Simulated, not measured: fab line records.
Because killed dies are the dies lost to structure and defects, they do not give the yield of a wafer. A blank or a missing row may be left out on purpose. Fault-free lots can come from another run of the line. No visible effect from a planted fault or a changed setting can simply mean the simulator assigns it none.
The tool behind it: which one? | flow sky130 | 24 lots, 72 wafers sampled, at 5 steps of a route of 708

## WHAT THE GAUGES SHOWED, per wafer
SKY_SONOS_TUNNEL_TW_MEAS_12.
lot  | measured     | on            | SONOS_TUNNEL_TW
L074 | day 11 11:00 | film metro-04 | 198.8 198.5 197.1
L075 | day 11 17:48 | film metro-03 | 195.7 196.0 196.3
L076 | day 12 03:57 | film metro-04 | 198.6 199.0 198.3
L077 | day 13 04:14 | film metro-03 | 197.8 197.5 198.0
L078 | day 13 21:13 | film metro-04 | 198.0 198.8 199.0
L080 | day 14 08:54 | film metro-01 | 198.9 198.9 197.9
L079 | day 14 10:13 | film metro-01 | 198.5 199.8 199.1
L081 | day 14 18:13 | film metro-01 | 199.5 198.5 198.6
L082 | day 14 19:10 | film metro-04 | 200.6 200.9 200.1
L083 | day 14 21:46 | film metro-03 | 195.4 195.2 195.8
L084 | day 15 00:22 | film metro-04 | 197.7 196.6 196.9
L085 | day 15 02:34 | film metro-01 | 198.6 199.3 198.3
L087 | day 15 23:27 | film metro-03 | 195.5 197.0 197.4
L086 | day 16 01:38 | film metro-01 | 199.1 199.5 198.8
L088 | day 16 13:01 | film metro-01 | 198.2 198.6 198.4
L089 | day 16 20:14 | film metro-03 | 197.8 197.8 198.0
L090 | day 17 02:16 | film metro-03 | 195.6 196.4 196.8
L091 | day 17 08:30 | film metro-03 | 196.9 196.1 195.4
L092 | day 17 17:40 | film metro-03 | 195.8 196.1 196.1
L093 | day 17 23:03 | film metro-01 | 200.9 201.0 200.0
L094 | day 18 03:49 | film metro-01 | 200.5 201.0 200.2
L095 | day 18 23:35 | film metro-01 | 200.5 201.0 200.4
L096 | day 19 04:49 | film metro-01 | 198.7 198.4 198.9
L097 | day 19 07:14 | film metro-04 | 198.6 200.7 199.4

SKY_CONTACT_OVL_MEAS_15.
lot  | measured     | on         | CONTACT_OVL (nm)
L074 | day 31 22:04 | overlay-02 | -8 -11 -14
L075 | day 32 07:18 | overlay-01 | -4 -8 0
L076 | day 32 12:26 | overlay-01 | -6 -11 -14
L077 | day 33 08:54 | overlay-01 | -2 -3 -9
L078 | day 34 07:49 | overlay-01 | -9 -4 -12
L080 | day 34 16:09 | overlay-02 | 2 7 3
L079 | day 34 16:34 | overlay-02 | 2 7 3
L081 | day 35 07:37 | overlay-01 | -4 -5 -7
L082 | day 35 09:54 | overlay-02 | 3 2 0
L083 | day 35 11:52 | overlay-01 | -10 -11 -8
L084 | day 35 13:01 | overlay-02 | 3 4 2
L085 | day 35 12:40 | overlay-01 | -10 -10 -11
L087 | day 36 02:22 | overlay-01 | -2 -6 -5
L086 | day 36 08:39 | overlay-01 | 5 7 14
L088 | day 37 02:46 | overlay-02 | -3 -6 -5
L089 | day 36 22:19 | overlay-02 | -3 -8 -2
L090 | day 37 11:06 | overlay-01 | 1 -2 0
L091 | day 37 13:48 | overlay-02 | 8 2 1
L092 | day 37 16:40 | overlay-01 | -4 4 0
L093 | day 37 18:09 | overlay-01 | -8 -9 -2
L094 | day 37 23:09 | overlay-01 | 11 10 6
L095 | day 38 19:28 | overlay-01 | -1 -5 -4
L096 | day 38 20:52 | overlay-02 | 0 -1 0
L097 | day 38 22:10 | overlay-01 | -12 -11 -8

SKY_CONTACT_THK_MEAS_26: measures by xrf.
lot  | measured     | on            | CONTACT_W_THK (nm)
L074 | day 31 23:10 | film metro-01 | 364 369 361
L075 | day 32 08:26 | film metro-02 | 349 350 350
L076 | day 32 13:32 | film metro-04 | 344 354 345
L077 | day 33 09:59 | film metro-04 | 349 360 355
L078 | day 34 08:52 | film metro-04 | 352 351 353
L080 | day 34 17:14 | film metro-02 | 346 346 342
L079 | day 34 17:38 | film metro-04 | 344 344 347
L081 | day 35 08:43 | film metro-02 | 344 345 349
L082 | day 35 11:01 | film metro-01 | 359 369 359
L083 | day 35 12:57 | film metro-01 | 366 367 359
L084 | day 35 14:05 | film metro-02 | 349 346 347
L085 | day 35 13:44 | film metro-04 | 344 345 343
L087 | day 36 03:25 | film metro-02 | 337 334 340
L086 | day 36 09:44 | film metro-01 | 370 371 368
L088 | day 37 03:52 | film metro-02 | 339 335 340
L089 | day 36 23:24 | film metro-04 | 350 352 354
L090 | day 37 12:12 | film metro-02 | 340 350 344
L091 | day 37 14:51 | film metro-01 | 358 357 357
L092 | day 37 17:55 | film metro-02 | 346 348 347
L093 | day 37 19:39 | film metro-04 | 352 357 360
L094 | day 38 00:16 | film metro-02 | 337 341 346
L095 | day 38 20:41 | film metro-01 | 352 352 362
L096 | day 38 21:57 | film metro-04 | 348 354 351
L097 | day 38 23:15 | film metro-01 | 358 358 356

## WHICH TOOL RAN EACH LOT (tool, then ch and the chambers of the sampled wafers, then the start)
lot  | SKY_CONTACT_ETCH_16                | SKY_CONTACT_STRIP_19
L074 | rie diel-03 ch 2,3, day 31 22:05   | plasma asher-04 ch 0,1, day 31 22:15
L075 | rie diel-04 ch 2, day 32 07:20     | plasma asher-04 ch 0,1, day 32 07:32
L076 | rie diel-04 ch 0,2, day 32 12:28   | plasma asher-02 ch 0,1, day 32 12:36
L077 | rie diel-03 ch 0,2, day 33 08:56   | plasma asher-04 ch 0,1, day 33 09:04
L078 | rie diel-02 ch 2,3, day 34 07:50   | plasma asher-04 ch 1, day 34 07:58
L080 | rie diel-02 ch 0,1,2, day 34 16:11 | plasma asher-01 ch 0,1, day 34 16:19
L079 | rie diel-03 ch 0,1, day 34 16:35   | plasma asher-02 ch 0,1, day 34 16:43
L081 | rie diel-02 ch 1,2,3, day 35 07:38 | plasma asher-01 ch 0,1, day 35 07:48
L082 | rie diel-04 ch 0,1,2, day 35 09:56 | plasma asher-02 ch 0,1, day 35 10:04
L083 | rie diel-04 ch 0,3, day 35 11:53   | plasma asher-01 ch 0,1, day 35 12:01
L084 | rie diel-03 ch 0,1,2, day 35 13:02 | plasma asher-02 ch 0,1, day 35 13:10
L085 | rie diel-04 ch 0,1,3, day 35 12:41 | plasma asher-01 ch 0,1, day 35 12:51
L087 | rie diel-03 ch 0,1,3, day 36 02:23 | plasma asher-04 ch 0,1, day 36 02:31
L086 | rie diel-02 ch 1,2,3, day 36 08:41 | plasma asher-04 ch 0,1, day 36 08:49
L088 | rie diel-04 ch 0,2,3, day 37 02:47 | plasma asher-01 ch 0,1, day 37 02:58
L089 | rie diel-02 ch 0,2,3, day 36 22:20 | plasma asher-01 ch 0,1, day 36 22:28
L090 | rie diel-04 ch 1,2, day 37 11:08   | plasma asher-04 ch 0,1, day 37 11:16
L091 | rie diel-04 ch 0,1,3, day 37 13:50 | plasma asher-01 ch 0,1, day 37 13:58
L092 | rie diel-02 ch 0,1,2, day 37 16:41 | plasma asher-02 ch 0,1, day 37 16:49
L093 | rie diel-03 ch 1,2, day 37 18:11   | plasma asher-04 ch 0,1, day 37 18:19
L094 | rie diel-04 ch 1,2,3, day 37 23:11 | plasma asher-02 ch 0,1, day 37 23:19
L095 | rie diel-04 ch 2,3, day 38 19:29   | plasma asher-02 ch 0,1, day 38 19:39
L096 | rie diel-04 ch 0,1,2, day 38 20:55 | plasma asher-01 ch 0,1, day 38 21:02
L097 | rie diel-02 ch 1,2, day 38 22:11   | plasma asher-04 ch 0,1, day 38 22:21
- SKY_CONTACT_ETCH_16: etches BARC in N2/H2, stops on SiO2, time 45.9 s, target depth 60 nm.
- SKY_CONTACT_STRIP_19: strips in O2/N2.

## WHAT THE TOOLS THEMSELVES READ (means of the sampled wafers that have a number; where no wafer has one, the mark that the record gives instead)
SKY_CONTACT_ETCH_16.
lot  | tool        | chamber pressure mTorr (mTorr) | drypump motor current A (A) | oes product au (a.u.) | throttle valve pct (%)
L074 | rie diel-03 | 30.006                         | 5.1                         | 0.851                 | 13.219
L075 | rie diel-04 | 30.041                         | 5.0                         | 0.852                 | 13.220
L076 | rie diel-04 | 30.028                         | 5.0                         | 0.859                 | 13.223
L077 | rie diel-03 | 30.015                         | 5.9                         | 0.853                 | 13.225
L078 | rie diel-02 | 30.000                         | 5.9                         | 0.856                 | 13.220
L080 | rie diel-02 | 29.988                         | 5.8                         | 0.857                 | 13.228
L079 | rie diel-03 | 30.001                         | 5.7                         | 0.855                 | 13.219
L081 | rie diel-02 | 29.999                         | 6.0                         | 0.858                 | 13.216
L082 | rie diel-04 | 30.001                         | 5.4                         | 0.852                 | 13.229
L083 | rie diel-04 | 30.001                         | 5.1                         | 0.855                 | 13.236
L084 | rie diel-03 | 30.023                         | 5.6                         | 0.855                 | 13.218
L085 | rie diel-04 | 30.032                         | 5.5                         | 0.851                 | 13.224
L087 | rie diel-03 | 29.988                         | 5.6                         | 0.856                 | 13.229
L086 | rie diel-02 | 30.027                         | 5.9                         | 0.852                 | 13.222
L088 | rie diel-04 | 30.004                         | 5.1                         | 0.852                 | 13.230
L089 | rie diel-02 | 29.970                         | 6.2                         | 0.852                 | 13.224
L090 | rie diel-04 | 29.994                         | 5.9                         | 0.857                 | 13.222
L091 | rie diel-04 | 30.037                         | 5.5                         | 0.853                 | 13.229
L092 | rie diel-02 | 30.005                         | 5.8                         | 0.856                 | 13.220
L093 | rie diel-03 | 30.001                         | 5.2                         | 0.858                 | 13.222
L094 | rie diel-04 | 30.005                         | 5.5                         | 0.857                 | 13.228
L095 | rie diel-04 | 29.995                         | 5.1                         | 0.857                 | 13.225
L096 | rie diel-04 | 29.979                         | 5.4                         | 0.853                 | 13.213
L097 | rie diel-02 | 29.974                         | 5.5                         | 0.852                 | 13.228

SKY_CONTACT_STRIP_19.
lot  | tool            | chamber pressure mTorr (mTorr) | drypump motor current A (A) | oes product au (a.u.) | strip time to endpoint s (s)
L074 | plasma asher-04 | 1500.1                         | 5.6                         | 0.379                 | 3.625
L075 | plasma asher-04 | 1501.2                         | 5.6                         | 0.380                 | 3.615
L076 | plasma asher-02 | 1499.0                         | 5.8                         | 0.381                 | 3.640
L077 | plasma asher-04 | 1499.5                         | 5.6                         | 0.381                 | 3.591
L078 | plasma asher-04 | 1499.6                         | 5.3                         | 0.380                 | 3.576
L080 | plasma asher-01 | 1499.8                         | 6.1                         | 0.380                 | 3.610
L079 | plasma asher-02 | 1501.1                         | 5.8                         | 0.377                 | 3.570
L081 | plasma asher-01 | 1499.8                         | 6.0                         | 0.380                 | 3.604
L082 | plasma asher-02 | 1500.2                         | 5.8                         | 0.380                 | 3.614
L083 | plasma asher-01 | 1500.2                         | 6.1                         | 0.382                 | 3.600
L084 | plasma asher-02 | 1499.1                         | 5.8                         | 0.383                 | 3.578
L085 | plasma asher-01 | 1498.9                         | 6.1                         | 0.380                 | 3.624
L087 | plasma asher-04 | 1500.9                         | 5.4                         | 0.380                 | 3.614
L086 | plasma asher-04 | 1500.3                         | 5.6                         | 0.383                 | 3.592
L088 | plasma asher-01 | 1499.8                         | 6.1                         | 0.380                 | 3.603
L089 | plasma asher-01 | 1500.7                         | 6.1                         | 0.379                 | 3.603
L090 | plasma asher-04 | 1499.4                         | 5.4                         | 0.379                 | 3.633
L091 | plasma asher-01 | 1500.3                         | 6.1                         | 0.378                 | 3.626
L092 | plasma asher-02 | 1499.8                         | 5.8                         | 0.380                 | 3.608
L093 | plasma asher-04 | 1500.2                         | 5.4                         | 0.383                 | 3.595
L094 | plasma asher-02 | 1500.0                         | 5.8                         | 0.381                 | 3.589
L095 | plasma asher-02 | 1500.1                         | 5.8                         | 0.378                 | 3.588
L096 | plasma asher-01 | 1499.4                         | 6.1                         | 0.381                 | 3.606
L097 | plasma asher-04 | 1500.2                         | 5.4                         | 0.382                 | 3.600

## THE ANSWER, worked out from the rows above alone
Rule: the usual values come from the lots themselves. Put in order of their means at a reading, lots are off if they are a third of the lots or fewer, leave a main group of 4 or more, and stand apart from it by a gap of 3 or more times the standard deviation of the main group's means; of several such gaps the widest counts. A main group is skipped when, at the precision printed for the reading in the tables above, its means are all equal. A lot without any number at a reading at which 4 lots or more have one is off too. The other lots that the step has rows for count as sound. The gauges are gone through in route order, then the tools' own readings, and for those a lot's mean is taken as printed above. The first step at which some lot is off is used, and at that step the reading that is off furthest; a lot without a number counts as furthest.
No lot is off at any reading shown: from this, nothing can be told.

## WHAT THE SIMULATOR HAD PUT IN
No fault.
